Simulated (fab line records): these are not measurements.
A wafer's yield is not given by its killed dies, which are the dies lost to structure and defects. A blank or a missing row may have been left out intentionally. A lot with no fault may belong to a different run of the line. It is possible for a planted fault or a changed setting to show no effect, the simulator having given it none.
Which tool was responsible? | flow sfqLine | 14 lots, 41 wafers sampled, at 1 step of a route of 325

WHAT EACH GAUGE READ, for each wafer
Not one reading of a measure or inspect step in the record can be checked against a usual standard deviation.

WHAT TOOL EACH LOT RAN ON (gives the tool, then ch and the chambers of the sampled wafers, and finally the start)
lot  | SFQ_TRILAYER_I4_VIA_BARC_OPEN_VIA_ETCH_146
L660 | rieDiel-02 ch 1,2,3, day 46 14:07
L661 | rieDiel-03 ch 2,3, day 47 03:19
L663 | rieDiel-02 ch 1,2,3, day 47 10:31
L664 | rieDiel-03 ch 1,3, day 47 12:55
L665 | rieDiel-04 ch 0,1,2, day 49 10:28
L666 | rieDiel-03 ch 0,1,2, day 51 14:19
L667 | rieDiel-03 ch 1,2, day 51 22:43
L668 | rieDiel-02 ch 0,3, day 52 10:43
L669 | rieDiel-03 ch 0,2,3, day 52 20:43
L670 | rieDiel-04 ch 0,1,2, day 53 02:43
L671 | rieDiel-04 ch 1,2,3, day 53 07:31
L672 | rieDiel-03 ch 0,1,2, day 53 12:19
L679 | rieDiel-03 ch 1,2,3, day 55 11:07
L681 | rieDiel-03 ch 0,1, day 56 03:42
- SFQ_TRILAYER_I4_VIA_BARC_OPEN_VIA_ETCH_146: etches BARC in O2, target depth 125 nm, time 41.7 s.

WHAT THE TOOLS THEMSELVES READ (means of the sampled wafers that have a number; where no wafer has one, the mark that the record gives instead)
SFQ_TRILAYER_I4_VIA_BARC_OPEN_VIA_ETCH_146. Usual: drypumpMotorCurrentA 5.6 A, standard deviation 0.41; oesProductAu 0.685 a.u., standard deviation 0.0044; runLengthS 70.0 s, standard deviation 0.43.
lot  | tool       | drypumpMotorCurrentA (A) | oesProductAu (a.u.) | runLengthS (s) | flag
L660 | rieDiel-02 | 5.3                      | 0.685               | 70.3           | 
L661 | rieDiel-03 | 5.6                      | 0.680               | 70.1           | 
L663 | rieDiel-02 | 5.3                      | 0.685               | 70.5           | 
L664 | rieDiel-03 | 5.6                      | 0.683               | 70.2           | 
L665 | rieDiel-04 | 5.6                      | 0.688               | 70.0           | 
L666 | rieDiel-03 | 5.7                      | 0.685               | 69.8           | 
L667 | rieDiel-03 | 5.5                      | 0.685               | 69.7           | 
L668 | rieDiel-02 | 5.7                      | 0.684               | 69.8           | 
L669 | rieDiel-03 | 5.8                      | 0.686               | 70.1           | 
L670 | rieDiel-04 | 5.5                      | 0.690               | 70.4           | 
L671 | rieDiel-04 | 5.3                      | 0.684               | 69.9           | 
L672 | rieDiel-03 | 5.7                      | 0.686               | 69.9           | 
L679 | rieDiel-03 | 5.6                      | 0.732               | 67.3           | OFF
L681 | rieDiel-03 | 5.9                      | 0.757               | 65.3           | OFF

THE ANSWER, worked out from the rows above alone
Rule: a lot is off if the mean of its wafers that have a number lies more than 3 standard deviations from the usual mean. A lot without any number at a reading at which 4 lots or more have one is off too. All remaining lots with rows at the step are treated as sound. First the gauges in route order, then the tools' own readings, where a lot's mean is used as printed above. At the first step where some lot is off, the reading lying furthest off is the one used; lots without a number count as furthest.
Off, at SFQ_TRILAYER_I4_VIA_BARC_OPEN_VIA_ETCH_146 on oesProductAu: L679, L681.
A tool fits if, at that step or a process step before it, it ran every lot that is off, and no sound lot after the first of them. One candidate fits, namely rieDiel-03 at SFQ_TRILAYER_I4_VIA_BARC_OPEN_VIA_ETCH_146. Its last sound lot is L672 (day 53 12:19), its first lot that is off L679 (day 55 11:07): a fault that began between those two fits.
The tool's own readings at SFQ_TRILAYER_I4_VIA_BARC_OPEN_VIA_ETCH_146 bear it out: on the lots that are off they differ by more than 5 times the standard deviation of the sound lots' means. oesProductAu reads 0.744 a.u. there against 0.685 a.u. on the sound lots; runLengthS reads 66.3 s there against 70.1 s on the sound lots.

WHAT THE SIMULATOR HAD PUT IN
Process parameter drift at SFQ_TRILAYER_I4_VIA_BARC_OPEN_VIA_ETCH_146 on rieDiel-03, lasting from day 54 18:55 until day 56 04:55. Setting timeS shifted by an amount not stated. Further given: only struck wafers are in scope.
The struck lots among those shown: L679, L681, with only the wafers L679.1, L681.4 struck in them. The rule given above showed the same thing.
